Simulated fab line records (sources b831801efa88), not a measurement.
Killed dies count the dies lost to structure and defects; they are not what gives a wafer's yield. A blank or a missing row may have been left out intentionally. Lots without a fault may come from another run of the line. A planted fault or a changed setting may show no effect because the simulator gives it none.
Which of the tools did it? ; flow sky130 ; 30 wafers from 10 lots sampled at 5 of the route's 708 steps

## WHAT THE GAUGES READ, wafer by wafer
SKY_VIA1_RS_MEAS_22: a four-point-probe measurement.
lot;measured;on;VIA1_W_RS (ohm/sq)
L133;day 33 14:14;film_metro-03;0.428 0.423 0.429
L134;day 34 10:15;film_metro-03;0.430 0.429 0.430
L135;day 34 12:38;film_metro-03;0.422 0.432 0.429
L136;day 35 11:37;film_metro-02;0.421 0.427 0.422
L137;day 35 15:29;film_metro-02;0.429 0.431 0.421
L139;day 36 10:08;film_metro-02;0.423 0.418 0.421
L148;day 38 21:48;film_metro-03;0.422 0.609 0.423
L151;day 39 09:49;film_metro-01;0.428 0.430 0.423
L153;day 40 06:47;film_metro-01;0.435 0.433 0.434
L154;day 40 13:14;film_metro-01;0.430 0.434 0.428

SKY_VIA1_THK_MEAS_23: measures by xrf.
lot;measured;on;VIA1_W_THK (nm)
L133;day 33 14:21;film_metro-03;273 276 273
L134;day 34 10:22;film_metro-03;273 273 271
L135;day 34 12:45;film_metro-03;277 271 272
L136;day 35 11:43;film_metro-02;278 272 276
L137;day 35 15:36;film_metro-02;270 271 277
L139;day 36 10:15;film_metro-02;279 280 278
L148;day 38 21:55;film_metro-03;275 193 276
L151;day 39 09:56;film_metro-01;272 270 275
L153;day 40 06:53;film_metro-01;268 268 269
L154;day 40 13:21;film_metro-01;268 268 270

## TOOL THAT RAN EACH LOT (tool first, then ch and the chambers of the sampled wafers, then the start)
lot;SKY_CONTACT_ETCH_18;SKY_VIA1_SPUTTER_20;SKY_VIA1_CVD_21
L133;rie_diel-01 ch 1,2,3, day 33 14:04 or earlier;pvd_sputter-01, day 33 14:04;cvd_w-02 ch 0,1, day 33 14:08
L134;rie_diel-04 ch 0,3, day 34 10:00 or earlier;pvd_sputter-02, day 34 10:00;cvd_w-02 ch 0, day 34 10:04
L135;rie_diel-03 ch 0,1,2, day 34 12:28 or earlier;pvd_sputter-04, day 34 12:28;cvd_w-01 ch 0,1, day 34 12:32
L136;rie_diel-04 ch 0,3, day 35 11:25 or earlier;pvd_sputter-04, day 35 11:25;cvd_w-02 ch 0,1, day 35 11:31
L137;rie_diel-01 ch 1,2, day 35 15:19 or earlier;pvd_sputter-02, day 35 15:19;cvd_w-01 ch 0,1, day 35 15:23
L139;rie_diel-01 ch 0,2,3, day 36 09:58 or earlier;pvd_sputter-01, day 36 09:58;cvd_w-02 ch 0,1, day 36 10:02
L148;rie_diel-04 ch 0,2,3, day 38 21:37 or earlier;pvd_sputter-01, day 38 21:37;cvd_w-01 ch 0,1, day 38 21:41
L151;rie_diel-03 ch 1,2,3, day 39 09:40 or earlier;pvd_sputter-02, day 39 09:40;cvd_w-02 ch 0,1, day 39 09:44
L153;rie_diel-04 ch 1,3, day 40 06:36 or earlier;pvd_sputter-02, day 40 06:36;cvd_w-02 ch 0,1, day 40 06:41
L154;rie_diel-01 ch 0,1,3, day 40 13:04 or earlier;pvd_sputter-04, day 40 13:04;cvd_w-02 ch 0,1, day 40 13:08
- SKY_CONTACT_ETCH_18: etches Si3N4 in CHF3/O2, stops on TiN, time 39 s, target depth 75 nm.
- SKY_VIA1_SPUTTER_20: material TiN, target thk 20 nm, time 80 s.
- SKY_VIA1_CVD_21: deposits W, target thk 270 nm, time 80.902 s.

## WHAT THE TOOLS THEMSELVES READ (means of the sampled wafers that have a number; where no wafer has one, the mark that the record gives instead)
SKY_CONTACT_ETCH_18.
lot;tool;drypump_motor_current_A (A);oes_product_au (a.u.);throttle_valve_pct (%)
L133;rie_diel-01;6.0;0.849;8.797
L134;rie_diel-04;5.8;0.855;8.794
L135;rie_diel-03;5.6;0.847;8.793
L136;rie_diel-04;5.8;0.860;8.784
L137;rie_diel-01;5.9;0.859;8.801
L139;rie_diel-01;5.9;0.859;8.790
L148;rie_diel-04;5.7;0.854;8.798
L151;rie_diel-03;5.9;0.853;8.789
L153;rie_diel-04;5.5;0.860;8.793
L154;rie_diel-01;6.1;0.852;8.806

SKY_VIA1_SPUTTER_20.
lot;tool;cathode_dc_power_W (W);throttle_valve_pct (%)
L133;pvd_sputter-01;4000.0;29.9
L134;pvd_sputter-02;3999.4;30.2
L135;pvd_sputter-04;4000.8;29.3
L136;pvd_sputter-04;3999.9;30.3
L137;pvd_sputter-02;4000.5;29.2
L139;pvd_sputter-01;3999.7;29.8
L148;pvd_sputter-01;3999.6;30.5
L151;pvd_sputter-02;3999.3;30.8
L153;pvd_sputter-02;3999.7;30.4
L154;pvd_sputter-04;3999.8;30.6

SKY_VIA1_CVD_21.
lot;tool;heater_power_outer_w (W);heater_power_w (W)
L133;cvd_w-02;513;872
L134;cvd_w-02;522;912
L135;cvd_w-01;482;763
L136;cvd_w-02;496;834
L137;cvd_w-01;479;770
L139;cvd_w-02;508;868
L148;cvd_w-01;485;768
L151;cvd_w-02;497;860
L153;cvd_w-02;496;854
L154;cvd_w-02;500;851

## THE ANSWER, worked out from the rows above alone
Rule: the usual values come from the lots themselves. The widest of any qualifying gaps counts: lots, ordered by their means at a reading, are off when they make up no more than a third of the lots, leave a main group of 4 or more, and stand apart from it by 3 or more times the standard deviation of that group's means. A main group is skipped when, at the precision printed for the reading in the tables above, its means are all equal. A lot without any number at a reading at which 4 lots or more have one is off too. The other lots that the step has rows for count as sound. Order of review: gauges by route order, followed by the tools' own readings, for which a lot's mean as printed above is used. At the first step where some lot is off, the reading lying furthest off is the one used; lots without a number count as furthest.
Off: at SKY_VIA1_RS_MEAS_22 (VIA1_W_RS), L148. The main group has a mean of 0.427 ohm/sq with a standard deviation of 0.0037.
A tool fits if, at a process step before that reading, it ran every lot that is off, and no sound lot after the first of them. Those tools and the gauges at SKY_VIA1_RS_MEAS_22 are tried in the same way. With no start given for some of its lots, SKY_CONTACT_ETCH_18 uses the hours and lot order of SKY_VIA1_SPUTTER_20. Can't be told from this: 3 tools fit, pvd_sputter-01 at SKY_VIA1_SPUTTER_20, cvd_w-01 at SKY_VIA1_CVD_21, film_metro-03 at SKY_VIA1_RS_MEAS_22.

## WHAT WAS PUT IN BY THE SIMULATOR
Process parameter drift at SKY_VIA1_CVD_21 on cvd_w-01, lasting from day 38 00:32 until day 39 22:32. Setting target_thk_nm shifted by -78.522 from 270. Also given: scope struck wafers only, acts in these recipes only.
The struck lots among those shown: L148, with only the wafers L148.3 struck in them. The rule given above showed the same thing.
